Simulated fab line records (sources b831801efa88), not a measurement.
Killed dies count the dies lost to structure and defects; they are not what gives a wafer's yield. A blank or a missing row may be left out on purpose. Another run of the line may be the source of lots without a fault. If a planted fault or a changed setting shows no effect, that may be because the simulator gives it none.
Shared-tool check :: flow sky130 :: 13 lots, 39 wafers sampled

THE REASON FOR OPENING IT
Of 13 lots, 4 have the reading LDD_HVN_OVL flagged at SKY_LDD_HVN_OVL_MEAS_07. Wafers without a fault read 1.5 nm, standard deviation 1.4.
Rule: a lot gets a flag if all its wafers with a number sit over 4 standard deviations from that mean, or if no wafer of it has a number. All remaining lots are regarded as sound.

lot: L164
measured: day 20 19:57
on: overlay-02
LDD_HVN_OVL (nm), wafer by wafer: 2.7 1.9 0.6
flag: 

lot: L165
measured: day 21 15:27
on: overlay-01
LDD_HVN_OVL (nm), wafer by wafer: 2.4 1.1 1.6
flag: 

lot: L166
measured: day 21 23:57
on: overlay-02
LDD_HVN_OVL (nm), wafer by wafer: 1.1 0.9 -0.4
flag: 

lot: L167
measured: day 22 03:00
on: overlay-01
LDD_HVN_OVL (nm), wafer by wafer: 2.4 1.4 1.5
flag: 

lot: L169
measured: day 23 04:42
on: overlay-01
LDD_HVN_OVL (nm), wafer by wafer: 1.4 2.0 1.1
flag: 

lot: L175
measured: day 25 01:05
on: overlay-01
LDD_HVN_OVL (nm), wafer by wafer: 0.1 -0.7 -1.1
flag: 

lot: L177
measured: day 25 18:11
on: overlay-02
LDD_HVN_OVL (nm), wafer by wafer: 2.0 1.4 2.5
flag: 

lot: L181
measured: day 27 13:22
on: overlay-02
LDD_HVN_OVL (nm), wafer by wafer: 49.8 49.7 50.1
flag: FLAGGED

lot: L180
measured: day 27 18:38
on: overlay-01
LDD_HVN_OVL (nm), wafer by wafer: 1.6 1.5 1.3
flag: 

lot: L182
measured: day 27 20:56
on: overlay-01
LDD_HVN_OVL (nm), wafer by wafer: 52.5 53.1 51.7
flag: FLAGGED

lot: L183
measured: day 27 20:56
on: overlay-02
LDD_HVN_OVL (nm), wafer by wafer: 53.4 53.7 53.6
flag: FLAGGED

lot: L184
measured: day 28 09:24
on: overlay-02
LDD_HVN_OVL (nm), wafer by wafer: 3.1 2.3 2.1
flag: 

lot: L185
measured: day 28 23:01
on: overlay-02
LDD_HVN_OVL (nm), wafer by wafer: 50.9 52.1 51.6
flag: FLAGGED
The numbers of the flagged lots are 51.9 nm on average: +50.4 nm against the usual, or +36 standard deviations.

LOT BY LOT: THE TOOL USED
The record keeps 1 process step preceding the reading, out of 708 steps on the route. Read each cell as the tool, then ch plus the chambers that the sampled wafers visited, then the start.
lot: L164
flag: 
SKY_LDD_HVN_EXPOSE_04: iline_stepper-02 ch 0, day 20 05:28

lot: L165
flag: 
SKY_LDD_HVN_EXPOSE_04: iline_stepper-01 ch 0, day 21 00:23

lot: L166
flag: 
SKY_LDD_HVN_EXPOSE_04: iline_stepper-02 ch 0, day 21 08:34

lot: L167
flag: 
SKY_LDD_HVN_EXPOSE_04: iline_stepper-02 ch 0, day 21 12:12

lot: L169
flag: 
SKY_LDD_HVN_EXPOSE_04: iline_stepper-02 ch 0, day 22 13:19

lot: L175
flag: 
SKY_LDD_HVN_EXPOSE_04: iline_stepper-01 ch 0, day 24 11:01

lot: L177
flag: 
SKY_LDD_HVN_EXPOSE_04: iline_stepper-01 ch 0, day 25 03:06

lot: L181
flag: FLAGGED
SKY_LDD_HVN_EXPOSE_04: iline_stepper-02 ch 0, day 26 23:33

lot: L180
flag: 
SKY_LDD_HVN_EXPOSE_04: iline_stepper-01 ch 0, day 27 04:53

lot: L182
flag: FLAGGED
SKY_LDD_HVN_EXPOSE_04: iline_stepper-02 ch 0, day 27 06:55

lot: L183
flag: FLAGGED
SKY_LDD_HVN_EXPOSE_04: iline_stepper-02 ch 0, day 27 07:01

lot: L184
flag: 
SKY_LDD_HVN_EXPOSE_04: iline_stepper-01 ch 0, day 27 18:29

lot: L185
flag: FLAGGED
SKY_LDD_HVN_EXPOSE_04: iline_stepper-02 ch 0, day 28 10:10
What is done by these steps:
- SKY_LDD_HVN_EXPOSE_04: exposes mask HVNTM, target cd 700 nm.
- SKY_LDD_HVN_OVL_MEAS_07

FLAGGED OVER TOTAL, TOOL BY TOOL (the gauges that took the reading come last)
step: SKY_LDD_HVN_EXPOSE_04
tool: iline_stepper-01
lots run: 5
flagged: 0
share of the flagged lots: none
sound lots run after its first flagged lot: -

step: SKY_LDD_HVN_EXPOSE_04
tool: iline_stepper-02
lots run: 8
flagged: 4
share of the flagged lots: all
sound lots run after its first flagged lot: 0

step: SKY_LDD_HVN_OVL_MEAS_07
tool: overlay-01
lots run: 6
flagged: 1
share of the flagged lots: some
sound lots run after its first flagged lot: 0

step: SKY_LDD_HVN_OVL_MEAS_07
tool: overlay-02
lots run: 7
flagged: 3
share of the flagged lots: some
sound lots run after its first flagged lot: 1 (L184)

WHAT THE TABLE PERMITS
1 row of the table ran every flagged lot: iline_stepper-02 at SKY_LDD_HVN_EXPOSE_04.
- iline_stepper-02 at SKY_LDD_HVN_EXPOSE_04: 4 of its 8 lots flagged. Its last sound lot is L169 (day 22 13:19), its first flagged lot L181 (day 26 23:33): a fault that began between those two fits.
Left over: one tool, iline_stepper-02 at SKY_LDD_HVN_EXPOSE_04.

WHAT THE SIMULATOR PUT IN
Scanner matching overlay: iline_stepper-02, from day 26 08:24 on, at SKY_LDD_HVN_EXPOSE_04. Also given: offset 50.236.
Shown lots that were struck: L181, L182, L183, L185. The rule above reached the same finding.
